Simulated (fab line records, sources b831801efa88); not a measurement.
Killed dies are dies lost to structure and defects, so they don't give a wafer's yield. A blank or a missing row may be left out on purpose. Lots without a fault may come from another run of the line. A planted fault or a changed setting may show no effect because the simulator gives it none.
Problem report in the 8D (eight disciplines) form, filled by code | flow sky130 | the parts of the form that need people (team, actions taken, sign-off) are left out

1. THE PROBLEM
dose_ions_cm2 at SKY_LDD_N_IMPLANT_14 reads a mean of 5e+13 on 6 wafers of 2 lots; wafers without a fault read 5e+12 with a standard deviation of 6.1e+09. That is +99 or more standard deviations from the usual mean.
First seen on wafer L711.1, day 19 22:54, on implanter-01. The record holds 42 wafers of 14 lots with a number at this step. Rule for "out", or "out of limits": more than 4 standard deviations from the usual mean. The other wafers with a number count as sound.

2. WHAT IT IS AND WHAT IT IS NOT
question                    | is                                | is not
which readings at this step | dose_ions_cm2, faraday_current_uA | -
which lots                  | L711, L714                        | L706, L707, L708, L709, L720, L722, L723, L724, L726, L727, L728, L729
which wafers of those lots  | all that have a number            | -
read on which tools         | implanter-01                      | implanter-03, implanter-04
when                        | from day 19 22:54                 | up to then (12 sound wafers); but 24 sound wafers of L720, L722, L723, L724, L726, L727, L728, L729 came after

3. SUSPECTS, AND WHAT RULES EACH OUT
Counting: a tool at a process step up to the reading stays a suspect if it ran every lot that is out and no sound lot after the first of them.
- implanter-01 at SKY_LDD_N_IMPLANT_14: ruled out as a lasting fault. Sound lots L720, L723, L724, L726 ran on it after its first lot that is out, L711 (day 19 22:54).
Left after counting: nothing in the record.

4. THE CAUSE (what the simulator had put in)
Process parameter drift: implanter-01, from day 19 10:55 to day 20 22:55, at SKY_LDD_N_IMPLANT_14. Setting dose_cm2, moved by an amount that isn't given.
Counting ruled it out, wrongly.

5. THE CHAIN OF EFFECTS, in route order
Each row: a reading whose mean over the struck wafers that have a number lies more than 3 standard deviations from the usual. Only readings for which the record gives a usual standard deviation are gone through. hours: the time from each lot's start at the first step in this table that gives one to its start at this step, as a median over the lots. sigmas: the change in usual standard deviations.
hours | step                 | reading                  | usual   | on struck wafers | change | sigmas
0     | SKY_LDD_N_IMPLANT_14 | dose_ions_cm2            | 5e+12   | 5e+13            | +4e+13 | +99 or more
0     | SKY_LDD_N_IMPLANT_14 | faraday_current_uA       | 28.2    | 258.1            | +229.9 | +99 or more
0     | SKY_LDD_N_STRIP_16   | strip_time_to_endpoint_s | 4.319 s | 4.424            | +0.105 | +7.5
The process steps in it:
- SKY_LDD_N_IMPLANT_14
- SKY_LDD_N_STRIP_16: strips in O2/N2.

6. WHAT WOULD HAVE CAUGHT IT SOONER
In this record the first reading out of limits was taken at day 19 22:54, 12 hours after the fault began at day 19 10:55.
